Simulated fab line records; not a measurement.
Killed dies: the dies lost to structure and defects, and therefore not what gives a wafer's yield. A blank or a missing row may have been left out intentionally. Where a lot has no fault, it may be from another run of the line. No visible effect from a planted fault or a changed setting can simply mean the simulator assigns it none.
fab line records ; flow sky130 ; part 1 of 2: steps 1 to 26 of 38
record: lots: 5; wafers: 15; lastDay: 49
route steps=708 shown VIA3@581 METAL4@598 CAP2M@603
lots untouched by any fault: they come from a run of this same line in which no faults occurred
startH: start of the lot's first displayed wafer, in hours after the record's first day ; waitH: hours elapsed since this lot's preceding step ; " same as the row above ; L1.1+2: a single row standing in for several wafers ; - no value, or no start given ; * or withheld: withheld ; < > ~ a bound
route shown NAME@n: a module of which the file shows steps, and the number in the route of the first ; usual: the fault-free wafers' mean and standard deviation ; same: alike in all rows ; chamber/n: place in a boat ; sites: readings site by site ; _std_site: standard deviation across them ; _edge_site: mean of outer sites minus mean of inner sites ; radiusMm: how far each site lies from the wafer's centre ; mask NAME#n: copy n ; behind: the last tool/chamber to shape the wafer ; hold: reason for holding the lot/hours on hold/outcome of the hold ; device: the n, p or np transistor that did not switch ; end of line: tests run on the same wafers once the route is complete ; step lacking rows: just its recipe ; killed: count of dies lost to structure and defects at first sort (not the wafer's yield) ; map: per-die view of a wafer (x killed, . not killed, _ where there is no die)
set.NAME: the setting the step ran with; set.NAME@STEP: the setting that earlier step ran with ; model.NAME: the simulator's own value behind a step, which no gauge read
lots seen at some steps along the route; tables by step, rows by wafer
services: from which hour (startH, from the record's first day; less than 0 if before it) a tool's chamber was out of use, for how many hours, and why
== steps ==
step: SKY_VIA3_SOFTBAKE_08
recipe: tempC: 100; timeS: 90; resist: KrF-thick
lot.wafer;tool;chamber;startH;waitH
L074.4+5+6;lithoTrack-04;0;-;-
L076.1+2+3;lithoTrack-03;0;-;-
L078.3+4+6;lithoTrack-04;0;-;-
L088.1+2+5;lithoTrack-03;0;-;-
L094.1+4+6;lithoTrack-04;0;-;-
step: SKY_VIA3_EXPOSE_09
recipe: maskId: VIM3; na: 0.8; sourceShape: annular; sigmaInner: 0.55; sigmaOuter: 0.85; targetCdNm: 200; doseMj: 38
usual: focusOffsetNm: -0.1/0.54
same: na: 0.8
lot.wafer;tool;chamber;startH;waitH;mask;focusOffsetNm
L074.4;krfScanner-01;0;-;-;VIM3#0;-0.3
L074.5;krfScanner-01;0;-;-;VIM3#0;-0.2
L074.6;krfScanner-01;0;-;-;VIM3#0;-0.4
L076.1;krfScanner-02;0;-;-;VIM3#0;-0.6
L076.2;krfScanner-02;0;-;-;VIM3#0;-1.0
L076.3;krfScanner-02;0;-;-;VIM3#0;-0.4
L078.3;krfScanner-02;0;-;-;VIM3#0;-0.1
L078.4;krfScanner-02;0;-;-;VIM3#0;-0.8
L078.6;krfScanner-02;0;-;-;VIM3#0;-0.6
L088.1;krfScanner-02;0;-;-;VIM3#0;-0.9
L088.2;krfScanner-02;0;-;-;VIM3#0;-0.5
L088.5;krfScanner-02;0;-;-;VIM3#0;-0.3
L094.1;krfScanner-01;0;-;-;VIM3#0;-0.4
L094.4;krfScanner-01;0;-;-;VIM3#0;-0.9
L094.6;krfScanner-01;0;-;-;VIM3#0;-0.6
step: SKY_VIA3_PEB_10
recipe: pebTempC: withheld; pebTimeS: withheld; resist: KrF-thick
lot.wafer;tool;chamber;startH;waitH
L074.4+5+6;lithoTrack-04;0;-;-
L076.1+2+3;lithoTrack-04;0;-;-
L078.3+4+6;lithoTrack-02;0;-;-
L088.1+2+5;lithoTrack-02;0;-;-
L094.1+4+6;lithoTrack-03;0;-;-
step: SKY_VIA3_DEVELOP_11
recipe: developTimeS: 60; resist: KrF-thick; devTempC: 21
lot.wafer;tool;chamber;startH;waitH
L074.4+5+6;lithoTrack-04;0;-;-
L076.1+2+3;lithoTrack-04;0;-;-
L078.3+4+6;lithoTrack-02;0;-;-
L088.1+2+5;lithoTrack-02;0;-;-
L094.1+4+6;lithoTrack-03;0;-;-
step: SKY_VIA3_CD_MEAS_12
recipe: targetCdNm: 200
usual: cdNm: 200.4/1.5
lot.wafer;tool;chamber;startH;waitH;cdNm
L074.4;cdSem-01;-;926.87;-;201.1
L074.5;cdSem-01;-;926.87;-;202.0
L074.6;cdSem-01;-;926.87;-;201.5
L076.1;cdSem-02;-;943.51;-;199.5
L076.2;cdSem-02;-;943.51;-;198.8
L076.3;cdSem-02;-;943.51;-;197.6
L078.3;cdSem-02;-;961.53;-;200.4
L078.4;cdSem-02;-;961.53;-;201.2
L078.6;cdSem-02;-;961.53;-;200.8
L088.1;cdSem-01;-;1027.99;-;199.7
L088.2;cdSem-01;-;1027.99;-;199.8
L088.5;cdSem-01;-;1027.99;-;199.7
L094.1;cdSem-02;-;1060.51;-;202.7
L094.4;cdSem-02;-;1060.51;-;200.7
L094.6;cdSem-02;-;1060.51;-;202.2
step: SKY_VIA3_OVL_MEAS_13
usual: VIA3_OVL: -1/5.3
lot.wafer;tool;chamber;startH;waitH;VIA3_OVL[nm]
L074.4;overlay-02;-;926.95;0.1;2
L074.5;overlay-02;-;926.95;0.1;1
L074.6;overlay-02;-;926.95;0.1;9
L076.1;overlay-02;-;943.63;0.1;1
L076.2;overlay-02;-;943.63;0.1;-4
L076.3;overlay-02;-;943.63;0.1;-5
L078.3;overlay-02;-;961.62;0.1;-4
L078.4;overlay-02;-;961.62;0.1;-2
L078.6;overlay-02;-;961.62;0.1;4
L088.1;overlay-02;-;1028.11;0.1;-8
L088.2;overlay-02;-;1028.11;0.1;-5
L088.5;overlay-02;-;1028.11;0.1;-1
L094.1;overlay-01;-;1060.63;0.1;0
L094.4;overlay-01;-;1060.63;0.1;-4
L094.6;overlay-01;-;1060.63;0.1;3
step: SKY_VIA3_ETCH_14
recipe: chemistry: N2/H2; target: BARC; ionEnergyEv: 200; sourceW: 500; biasW: 100; pressureMtorr: 30; n2FlowSccm: 100; h2FlowSccm: 200; stopOn: SiO2; timeS: 45.9; targetDepthA: 600
usual: drypumpMotorCurrentA: 5.6/0.68; n2FlowSccm: 100.0/0.32; oesProductAu: 0.854/0.0048; throttleValvePct: 13.226/0.0094
lot.wafer;tool;chamber;startH;waitH;drypumpMotorCurrentA;n2FlowSccm;oesProductAu;rfHoursCounterH;throttleValvePct
L074.4;rieDiel-04;1;926.97;0.0;5.0;100.1;0.863;18;13.227
L074.5;rieDiel-04;0;926.97;0.0;5.5;99.4;0.852;-;13.227
L074.6;rieDiel-04;3;926.97;0.0;5.8;100.3;0.854;-;13.221
L076.1;rieDiel-04;0;943.67;0.0;5.5;99.8;0.856;3;13.222
L076.2;rieDiel-04;1;943.67;0.0;5.1;99.5;0.851;19;13.202
L076.3;rieDiel-04;2;943.67;0.0;6.4;100.1;0.855;19;13.216
L078.3;rieDiel-04;2;961.65;0.0;6.5;99.9;0.849;20;13.231
L078.4;rieDiel-04;0;961.65;0.0;5.6;100.2;0.863;4;13.227
L078.6;rieDiel-04;3;961.65;0.0;5.9;100.4;0.857;-;13.234
L088.1;rieDiel-02;1;1028.15;0.0;4.9;100.0;0.855;11;13.223
L088.2;rieDiel-02;0;1028.15;0.0;5.2;100.0;0.859;28;13.228
L088.5;rieDiel-02;2;1028.15;0.0;6.6;100.0;0.848;-;13.214
L094.1;rieDiel-02;2;1060.67;0.0;6.6;99.6;0.842;10;13.235
L094.4;rieDiel-02;1;1060.67;0.0;4.8;100.2;0.858;-;13.225
L094.6;rieDiel-02;2;1060.67;0.0;6.6;99.8;0.863;-;13.231
step: SKY_VIA3_ETCH_15
recipe: target: SiO2; chemistry: C4F8/O2/Ar; targetDepthNm: 507; stopOn: TiN; maskMaterial: KrF-thick; sourceW: 1500; biasW: 1200; pressureMtorr: 40; c4f8FlowSccm: withheld; O2_flow_sccm: 6; Ar_flow_sccm: 300; timeS: 78
usual: oesProductAu: 0.946/0.0044
lot.wafer;tool;chamber;startH;waitH;oesProductAu;rfHoursCounterH
L074.4;rieDiel-04;1;927.01;0.0;0.941;18
L074.5;rieDiel-04;0;927.01;0.0;0.945;-
L074.6;rieDiel-04;3;927.01;0.0;0.942;-
L076.1;rieDiel-04;0;943.71;0.0;0.948;3
L076.2;rieDiel-04;1;943.71;0.0;0.942;19
L076.3;rieDiel-04;2;943.71;0.0;0.936;19
L078.3;rieDiel-04;2;961.69;0.0;0.938;20
L078.4;rieDiel-04;0;961.69;0.0;0.946;4
L078.6;rieDiel-04;3;961.69;0.0;0.950;-
L088.1;rieDiel-02;1;1028.19;0.0;0.937;11
L088.2;rieDiel-02;0;1028.19;0.0;0.952;28
L088.5;rieDiel-02;2;1028.19;0.0;0.946;-
L094.1;rieDiel-02;2;1060.71;0.0;0.953;10
L094.4;rieDiel-02;1;1060.71;0.0;0.953;-
L094.6;rieDiel-02;2;1060.71;0.0;0.946;-
step: SKY_VIA3_STRIP_16
recipe: chemistry: O2/N2; powerW: 1400; pressureMtorr: 1500; platenTempC: withheld; o2FlowSccm: 3000; n2FlowSccm: 300; overashFraction: 0.5
usual: drypumpMotorCurrentA: 5.94/0.23; n2FlowSccm: 300.0/0.86; oesProductAu: 0.403/0.0044; stripTimeToEndpointS: 4.15/0.03
lot.wafer;tool;chamber;startH;waitH;drypumpMotorCurrentA;n2FlowSccm;oesProductAu;rfHoursCounterH;stripTimeToEndpointS
L074.4;plasmaAsher-03;1;927.10;0.1;6.18;300.6;0.398;-;4.13
L074.5;plasmaAsher-03;1;927.10;0.1;6.14;300.9;0.408;-;4.16
L074.6;plasmaAsher-03;0;927.10;0.1;5.65;300.7;0.401;-;4.11
L076.1;plasmaAsher-01;1;943.77;0.0;5.65;300.7;0.406;113;4.17
L076.2;plasmaAsher-01;0;943.77;0.0;6.27;299.0;0.396;113;4.10
L076.3;plasmaAsher-01;0;943.77;0.0;6.29;300.6;0.398;-;4.14
L078.3;plasmaAsher-03;0;961.78;0.1;5.66;301.4;0.396;-;4.14
L078.4;plasmaAsher-03;1;961.78;0.1;6.16;298.9;0.399;-;4.13
L078.6;plasmaAsher-03;0;961.78;0.1;5.66;300.7;0.394;-;4.13
L088.1;plasmaAsher-04;0;1028.25;0.0;6.03;300.2;0.399;61;4.19
L088.2;plasmaAsher-04;1;1028.25;0.0;5.89;300.1;0.399;61;4.12
L088.5;plasmaAsher-04;0;1028.25;0.0;6.01;299.6;0.413;-;4.21
L094.1;plasmaAsher-03;0;1060.77;0.0;5.64;300.4;0.407;31;4.20
L094.4;plasmaAsher-03;0;1060.77;0.0;5.64;300.1;0.403;-;4.15
L094.6;plasmaAsher-03;1;1060.77;0.0;6.17;301.0;0.401;-;4.18
step: SKY_VIA3_STRIP_17
recipe: chemistry: postEtchResidueRemover; timeS: 1200; tempC: 72.5
lot.wafer;tool;chamber;startH;waitH
L074.4+5+6;wetBench-03;1;927.17;0.0
L076.1+2+3;wetBench-03;3;943.87;0.1
L078.3+4+6;wetBench-02;0;961.85;0.0
L088.1+2+5;wetBench-01;2;1028.35;0.1
L094.1+4+6;wetBench-03;2;1060.87;0.1
step: SKY_VIA3_CLEAN_18
recipe: chemistry: IPA; timeS: 180; tempC: 25
lot.wafer;tool;chamber;startH;waitH
L074.4+5+6;wetBench-02;1;927.51;0.0
L076.1+2+3;wetBench-01;1;944.21;0.0
L078.3+4+6;wetBench-01;2;962.22;0.0
L088.1+2+5;wetBench-02;0;1028.69;0.0
L094.1+4+6;wetBench-02;3;1061.28;0.0
step: SKY_VIA3_CLEAN_19
recipe: chemistry: O3/DIW; dry: n2Spin
lot.wafer;tool;chamber;startH;waitH
L074.4+5+6;wetBench-01;0;927.57;0.0
L076.1+2+3;wetBench-03;2;944.28;0.0
L078.3+4+6;wetBench-01;3;962.28;0.0
L088.1+2+5;wetBench-01;2;1028.75;0.0
L094.1+4+6;wetBench-01;0;1061.33;0.0
step: SKY_VIA3_SPUTTER_20
recipe: material: TiN; targetThkNm: 20; chamberPressurePa: 5; powerW: 4000; timeS: 80
usual: throttleValvePct: 30.2/1
lot.wafer;tool;chamber;startH;waitH;throttleValvePct
L074.4;pvdSputter-02;-;927.66;0.0;30.2
L074.5;pvdSputter-02;-;927.66;0.0;30.1
L074.6;pvdSputter-02;-;927.66;0.0;30.5
L076.1;pvdSputter-02;-;944.37;0.0;28.0
L076.2;pvdSputter-02;-;944.37;0.0;30.3
L076.3;pvdSputter-02;-;944.37;0.0;30.0
L078.3;pvdSputter-01;-;962.38;0.0;30.8
L078.4;pvdSputter-01;-;962.38;0.0;31.5
L078.6;pvdSputter-01;-;962.38;0.0;30.9
L088.1;pvdSputter-01;-;1028.85;0.0;30.5
L088.2;pvdSputter-01;-;1028.85;0.0;29.6
L088.5;pvdSputter-01;-;1028.85;0.0;30.2
L094.1;pvdSputter-01;-;1061.43;0.0;29.5
L094.4;pvdSputter-01;-;1061.43;0.0;31.4
L094.6;pvdSputter-01;-;1061.43;0.0;31.3
step: SKY_VIA3_CVD_21
recipe: material: W; targetThkNm: 390; timeS: 117.31; tempC: 400; pressureTorr: 40
usual: heaterPowerW: 787/28
lot.wafer;tool;chamber;startH;waitH;heaterPowerW
L074.4;cvdW-01;0;927.76;0.1;792
L074.5;cvdW-01;0;927.76;0.1;787
L074.6;cvdW-01;1;927.76;0.1;749
L076.1;cvdW-02;1;944.43;0.0;823
L076.2;cvdW-02;0;944.43;0.0;782
L076.3;cvdW-02;0;944.43;0.0;798
L078.3;cvdW-02;1;962.49;0.1;806
L078.4;cvdW-02;0;962.49;0.1;791
L078.6;cvdW-02;1;962.49;0.1;845
L088.1;cvdW-02;1;1028.91;0.0;828
L088.2;cvdW-02;0;1028.91;0.0;768
L088.5;cvdW-02;0;1028.91;0.0;768
L094.1;cvdW-01;1;1061.49;0.0;763
L094.4;cvdW-01;0;1061.49;0.0;790
L094.6;cvdW-01;1;1061.49;0.0;758
step: SKY_VIA3_RS_MEAS_22
recipe: thkMeasGauge: four-point-probe; reads: W_of_VIA3_CVD_21+TiN_of_VIA3_SPUTTER_20
usual: VIA3_W_RS: 0.2939/0.0027
lot.wafer;tool;chamber;startH;waitH;VIA3_W_RS[ohm/sq]
L074.4;filmMetro-04;-;927.91;0.1;0.2954
L074.5;filmMetro-04;-;927.91;0.1;0.2985
L074.6;filmMetro-04;-;927.91;0.1;0.2940
L076.1;filmMetro-03;-;944.55;0.1;0.2908
L076.2;filmMetro-03;-;944.55;0.1;0.2931
L076.3;filmMetro-03;-;944.55;0.1;0.2928
L078.3;filmMetro-03;-;962.61;0.1;0.2952
L078.4;filmMetro-03;-;962.61;0.1;0.2918
L078.6;filmMetro-03;-;962.61;0.1;0.2958
L088.1;filmMetro-01;-;1029.03;0.1;0.2973
L088.2;filmMetro-01;-;1029.03;0.1;0.2958
L088.5;filmMetro-01;-;1029.03;0.1;0.2960
L094.1;filmMetro-03;-;1061.61;0.1;0.2911
L094.4;filmMetro-03;-;1061.61;0.1;0.2918
L094.6;filmMetro-03;-;1061.61;0.1;0.2938
step: SKY_VIA3_THK_MEAS_23
recipe: thkMeasGauge: xrf; reads: W_of_VIA3_CVD_21
usual: VIA3_W_THK: 394/4.7
lot.wafer;tool;chamber;startH;waitH;VIA3_W_THK[nm]
L074.4;filmMetro-04;-;928.00;0.1;393
L074.5;filmMetro-04;-;928.00;0.1;388
L074.6;filmMetro-04;-;928.00;0.1;396
L076.1;filmMetro-03;-;944.67;0.1;396
L076.2;filmMetro-03;-;944.67;0.1;397
L076.3;filmMetro-03;-;944.67;0.1;397
L078.3;filmMetro-03;-;962.71;0.1;393
L078.4;filmMetro-03;-;962.71;0.1;395
L078.6;filmMetro-03;-;962.71;0.1;387
L088.1;filmMetro-01;-;1029.15;0.1;387
L088.2;filmMetro-01;-;1029.15;0.1;389
L088.5;filmMetro-01;-;1029.15;0.1;390
L094.1;filmMetro-03;-;1061.73;0.1;400
L094.4;filmMetro-03;-;1061.73;0.1;394
L094.6;filmMetro-03;-;1061.73;0.1;394
step: SKY_VIA3_CMP_24
recipe: stopOn: SiO2; tOverpolishS: 20; downForcePsi: 3.5; platenRpm: 60; targetThkNm: 0; padVelocityMS: 0.94248
usual: motorCurrentA: 11.3/1.4; overpolishRunS: 19.999/0.009; retainingRingPressureFrac: 0.999/0.0045; timeToEndpointS: 95/4.6
lot.wafer;tool;chamber;startH;waitH;motorCurrentA;overpolishRunS;retainingRingPressureFrac;timeToEndpointS
L074.4;cmp-02;1;928.18;0.2;11.0;20.003;0.997;91
L074.5;cmp-02;2;928.18;0.2;12.6;19.995;0.995;92
L074.6;cmp-02;3;928.18;0.2;10.9;19.999;0.998;86
L076.2;cmp-02;2;944.82;0.1;12.4;19.995;0.997;99
L076.3;cmp-02;3;944.82;0.1;10.7;19.994;0.990;91
L076.1;cmp-02;0;944.82;0.1;9.8;19.992;0.999;102
L078.4;cmp-01;1;962.80;0.1;14.1;19.992;0.996;96
L078.3;cmp-01;2;962.80;0.1;8.9;19.998;0.998;91
L078.6;cmp-01;1;962.80;0.1;13.1;19.990;0.993;93
L088.1;cmp-02;1;1029.21;0.1;11.3;19.999;0.998;92
L088.2;cmp-02;0;1029.21;0.1;9.9;19.999;0.999;96
L088.5;cmp-02;1;1029.21;0.1;11.1;19.996;0.997;94
L094.4;cmp-01;2;1061.79;0.0;8.2;20.007;0.989;93
L094.1;cmp-01;3;1061.79;0.0;12.5;20.000;1.007;102
L094.6;cmp-01;2;1061.79;0.0;8.5;19.990;0.999;92
step: SKY_METAL4_SPUTTER_00
recipe: material: Ti; targetThkNm: 15; powerW: 3000; timeS: 10; chamberPressurePa: 0.4
usual: throttleValvePct: 29.9/0.99
lot.wafer;tool;chamber;startH;waitH;throttleValvePct
L074.4;pvdSputter-01;-;928.33;0.1;29.6
L074.5;pvdSputter-01;-;928.33;0.1;31.6
L074.6;pvdSputter-01;-;928.33;0.1;29.4
L076.1;pvdSputter-02;-;945.07;0.1;28.0
L076.2;pvdSputter-02;-;945.07;0.1;31.0
L076.3;pvdSputter-02;-;945.07;0.1;29.9
L078.3;pvdSputter-04;-;963.05;0.1;28.6
L078.4;pvdSputter-04;-;963.05;0.1;30.2
L078.6;pvdSputter-04;-;963.05;0.1;29.4
L088.1;pvdSputter-02;-;1029.51;0.2;30.2
L088.2;pvdSputter-02;-;1029.51;0.2;30.1
L088.5;pvdSputter-02;-;1029.51;0.2;30.9
L094.1;pvdSputter-04;-;1062.09;0.2;30.1
L094.4;pvdSputter-04;-;1062.09;0.2;28.6
L094.6;pvdSputter-04;-;1062.09;0.2;28.3
step: SKY_METAL4_SPUTTER_01
recipe: material: TiN; targetThkNm: 20; powerW: 6500; timeS: 16.7; chamberPressurePa: 0.4
usual: throttleValvePct: 29.9/0.96
lot.wafer;tool;chamber;startH;waitH;throttleValvePct
L074.4;pvdSputter-01;-;928.35;0.0;29.3
L074.5;pvdSputter-01;-;928.35;0.0;31.3
L074.6;pvdSputter-01;-;928.35;0.0;29.7
L076.1;pvdSputter-02;-;945.09;0.0;28.0
L076.2;pvdSputter-02;-;945.09;0.0;30.6
L076.3;pvdSputter-02;-;945.09;0.0;30.0
L078.3;pvdSputter-04;-;963.07;0.0;28.3
L078.4;pvdSputter-04;-;963.07;0.0;30.2
L078.6;pvdSputter-04;-;963.07;0.0;29.5
L088.1;pvdSputter-02;-;1029.53;0.0;30.4
L088.2;pvdSputter-02;-;1029.53;0.0;30.0
L088.5;pvdSputter-02;-;1029.53;0.0;30.6
L094.1;pvdSputter-04;-;1062.11;0.0;30.3
L094.4;pvdSputter-04;-;1062.11;0.0;28.6
L094.6;pvdSputter-04;-;1062.11;0.0;28.8
step: SKY_METAL4_SPUTTER_02
recipe: material: AlCu; targetThkNm: 735; powerW: 10600; timeS: 39.1; chamberPressurePa: 0.4
usual: throttleValvePct: 29.9/0.99
lot.wafer;tool;chamber;startH;waitH;throttleValvePct
L074.4;pvdSputter-01;-;928.37;0.0;29.4
L074.5;pvdSputter-01;-;928.37;0.0;31.3
L074.6;pvdSputter-01;-;928.37;0.0;29.5
L076.1;pvdSputter-02;-;945.11;0.0;27.7
L076.2;pvdSputter-02;-;945.11;0.0;30.5
L076.3;pvdSputter-02;-;945.11;0.0;30.2
L078.3;pvdSputter-04;-;963.10;0.0;28.6
L078.4;pvdSputter-04;-;963.10;0.0;30.3
L078.6;pvdSputter-04;-;963.10;0.0;29.5
L088.1;pvdSputter-02;-;1029.56;0.0;30.2
L088.2;pvdSputter-02;-;1029.56;0.0;30.0
L088.5;pvdSputter-02;-;1029.56;0.0;30.8
L094.1;pvdSputter-04;-;1062.14;0.0;30.8
L094.4;pvdSputter-04;-;1062.14;0.0;28.5
L094.6;pvdSputter-04;-;1062.14;0.0;28.5
step: SKY_METAL4_SPUTTER_03
recipe: material: Ti; targetThkNm: 5; powerW: 3000; timeS: 3.3; chamberPressurePa: 0.4
usual: throttleValvePct: 29.9/0.97
lot.wafer;tool;chamber;startH;waitH;throttleValvePct
L074.4;pvdSputter-01;-;928.41;0.0;29.4
L074.5;pvdSputter-01;-;928.41;0.0;31.2
L074.6;pvdSputter-01;-;928.41;0.0;29.8
L076.1;pvdSputter-02;-;945.15;0.0;28.0
L076.2;pvdSputter-02;-;945.15;0.0;30.8
L076.3;pvdSputter-02;-;945.15;0.0;30.3
L078.3;pvdSputter-04;-;963.13;0.0;28.4
L078.4;pvdSputter-04;-;963.13;0.0;30.1
L078.6;pvdSputter-04;-;963.13;0.0;29.3
L088.1;pvdSputter-02;-;1029.60;0.0;30.3
L088.2;pvdSputter-02;-;1029.60;0.0;30.2
L088.5;pvdSputter-02;-;1029.60;0.0;30.7
L094.1;pvdSputter-04;-;1062.18;0.0;30.5
L094.4;pvdSputter-04;-;1062.18;0.0;28.7
L094.6;pvdSputter-04;-;1062.18;0.0;28.3
step: SKY_METAL4_SPUTTER_04
recipe: material: TiN; targetThkNm: 70; powerW: 6500; timeS: 58.3; chamberPressurePa: 0.4
usual: throttleValvePct: 29.8/0.99
lot.wafer;tool;chamber;startH;waitH;throttleValvePct
L074.4;pvdSputter-01;-;928.43;0.0;29.4
L074.5;pvdSputter-01;-;928.43;0.0;31.5
L074.6;pvdSputter-01;-;928.43;0.0;29.2
L076.1;pvdSputter-02;-;945.17;0.0;27.8
L076.2;pvdSputter-02;-;945.17;0.0;30.8
L076.3;pvdSputter-02;-;945.17;0.0;30.3
L078.3;pvdSputter-04;-;963.15;0.0;28.0
L078.4;pvdSputter-04;-;963.15;0.0;30.2
L078.6;pvdSputter-04;-;963.15;0.0;29.5
L088.1;pvdSputter-02;-;1029.61;0.0;30.2
L088.2;pvdSputter-02;-;1029.61;0.0;30.2
L088.5;pvdSputter-02;-;1029.61;0.0;30.5
L094.1;pvdSputter-04;-;1062.19;0.0;30.4
L094.4;pvdSputter-04;-;1062.19;0.0;28.3
L094.6;pvdSputter-04;-;1062.19;0.0;28.5
step: SKY_CAP2M_CVD_00
recipe: material: SiO2; targetThkNm: 15.5; tempC: 400; timeS: withheld; rfW: 450
usual: heaterPowerW: 709/110
lot.wafer;tool;chamber;startH;waitH;heaterPowerW
L074.4;pecvd-04;1;928.49;0.0;822
L074.5;pecvd-04;2;928.49;0.0;563
L074.6;pecvd-04;0;928.49;0.0;699
L076.1;pecvd-01;0;945.22;0.0;744
L076.2;pecvd-01;2;945.22;0.0;636
L076.3;pecvd-01;1;945.22;0.0;707
L078.3;pecvd-03;0;963.20;0.0;509
L078.4;pecvd-03;1;963.20;0.0;535
L078.6;pecvd-03;0;963.20;0.0;517
L088.1;pecvd-01;2;1029.66;0.0;682
L088.2;pecvd-01;0;1029.66;0.0;756
L088.5;pecvd-01;1;1029.66;0.0;640
L094.1;pecvd-03;0;1062.24;0.0;595
L094.4;pecvd-03;1;1062.24;0.0;651
L094.6;pecvd-03;2;1062.24;0.0;839
step: SKY_CAP2M_THK_MEAS_01
recipe: reads: SiO2_of_CAP2M_CVD_00
usual: CAP2M_CVD_00_THK: 15.49/0.25
lot.wafer;tool;chamber;startH;waitH;CAP2M_CVD_00_THK[nm]
L074.4;filmMetro-03;-;928.53;-;15.67
L074.5;filmMetro-03;-;928.53;-;15.70
L074.6;filmMetro-03;-;928.53;-;15.35
L076.1;filmMetro-03;-;945.24;-;15.02
L076.2;filmMetro-03;-;945.24;-;15.23
L076.3;filmMetro-03;-;945.24;-;15.37
L078.3;filmMetro-02;-;963.24;-;15.58
L078.4;filmMetro-02;-;963.24;-;15.87
L078.6;filmMetro-02;-;963.24;-;15.88
L088.1;filmMetro-02;-;1029.69;-;15.46
L088.2;filmMetro-02;-;1029.69;-;15.27
L088.5;filmMetro-02;-;1029.69;-;15.89
L094.1;filmMetro-01;-;1062.27;-;15.52
L094.4;filmMetro-01;-;1062.27;-;15.40
L094.6;filmMetro-01;-;1062.27;-;15.17
step: SKY_CAP2M_SPUTTER_02
recipe: material: TiN; targetThkNm: 200; tempC: 300; powerW: 6500; timeS: 166.7; chamberPressurePa: 0.4
usual: throttleValvePct: 29.9/1.1
lot.wafer;tool;chamber;startH;waitH;throttleValvePct
L074.4;pvdSputter-02;-;928.56;0.0;30.3
L074.5;pvdSputter-02;-;928.56;0.0;28.1
L074.6;pvdSputter-02;-;928.56;0.0;30.2
L076.1;pvdSputter-03;-;945.30;0.1;28.9
L076.2;pvdSputter-03;-;945.30;0.1;29.9
L076.3;pvdSputter-03;-;945.30;0.1;31.5
L078.3;pvdSputter-02;-;963.28;0.0;28.1
L078.4;pvdSputter-02;-;963.28;0.0;30.0
L078.6;pvdSputter-02;-;963.28;0.0;30.0
L088.1;pvdSputter-04;-;1029.75;0.1;30.6
L088.2;pvdSputter-04;-;1029.75;0.1;28.3
L088.5;pvdSputter-04;-;1029.75;0.1;30.1
L094.1;pvdSputter-03;-;1062.33;0.1;31.0
L094.4;pvdSputter-03;-;1062.33;0.1;31.4
L094.6;pvdSputter-03;-;1062.33;0.1;31.5
step: SKY_CAP2M_RS_MEAS_03
recipe: thkMeasGauge: four-point-probe; reads: TiN_of_CAP2M_SPUTTER_02
usual: CAP2M_TIN_RS: 6.91/0.065
lot.wafer;tool;chamber;startH;waitH;CAP2M_TIN_RS[ohm/sq]
L074.4;filmMetro-02;-;928.73;0.1;6.90
L074.5;filmMetro-02;-;928.73;0.1;6.90
L074.6;filmMetro-02;-;928.73;0.1;6.88
L076.1;filmMetro-02;-;945.41;0.1;6.96
L076.2;filmMetro-02;-;945.41;0.1;6.99
L076.3;filmMetro-02;-;945.41;0.1;6.91
L078.3;filmMetro-03;-;963.43;0.1;6.86
L078.4;filmMetro-03;-;963.43;0.1;6.89
L078.6;filmMetro-03;-;963.43;0.1;6.95
L088.1;filmMetro-01;-;1029.85;0.1;6.89
L088.2;filmMetro-01;-;1029.85;0.1;6.89
L088.5;filmMetro-01;-;1029.85;0.1;6.91
L094.1;filmMetro-02;-;1062.43;0.1;6.87
L094.4;filmMetro-02;-;1062.43;0.1;6.80
L094.6;filmMetro-02;-;1062.43;0.1;6.77
